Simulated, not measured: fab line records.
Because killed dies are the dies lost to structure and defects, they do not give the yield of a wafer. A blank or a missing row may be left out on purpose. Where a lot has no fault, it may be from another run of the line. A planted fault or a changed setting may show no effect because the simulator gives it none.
Matching of chambers -- flow sfq-line -- 4 sister chambers for SFQ_TRILAYER_I1_CMP_CMP_046 on cmp-02
The step polishes SiO2. 4 wafers are shown with their chamber, then 8 later ones without.

## EACH WAFER AND ITS CHAMBER
wafer,chamber,motor-current-A (A)
L291.2,1,9.9
L293.5,0,8.2
L294.6,3,9.7
L295.3,2,8.1

## WAFERS MISSING THEIR CHAMBER
wafer,motor-current-A (A)
L295.1,8.8
L295.5,8.3
L297.2,9.3
L297.4,10.1
L297.6,8.0
L298.3,8.6
L298.1,8.6
L298.5,8.0

## CHAMBER TAKEN BY EACH
wafer,from the rows above,in truth
L295.1,can't be placed: 0 or 2 or 3 or 1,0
L295.5,can't be placed: 0 or 2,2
L297.2,can't be placed: 3 or 1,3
L297.4,can't be placed: 1 or 3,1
L297.6,can't be placed: 2 or 0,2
L298.3,can't be placed: 0 or 2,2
L298.1,can't be placed: 0 or 2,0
L298.5,can't be placed: 2 or 0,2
Placed correctly: 0 of 8. Can't be placed from these rows: 8 (the true chamber is among the candidates in 8). 0 placed wrongly.
How it was worked out, from the rows above alone: a wafer's distance from a chamber is the root of the sum, over the readings, of the square of ((its reading less the chamber's mean) divided by the reading's scatter). If the next closest chamber is less than 2 further off than the closest, the wafer can't be placed; otherwise it belongs to the closest. For every chamber, the mean is computed from those of its wafers that are shown. The scatter (one wafer shown for each chamber): square how far every hidden wafer sits from the nearest shown wafer, average those squares and take the square root.
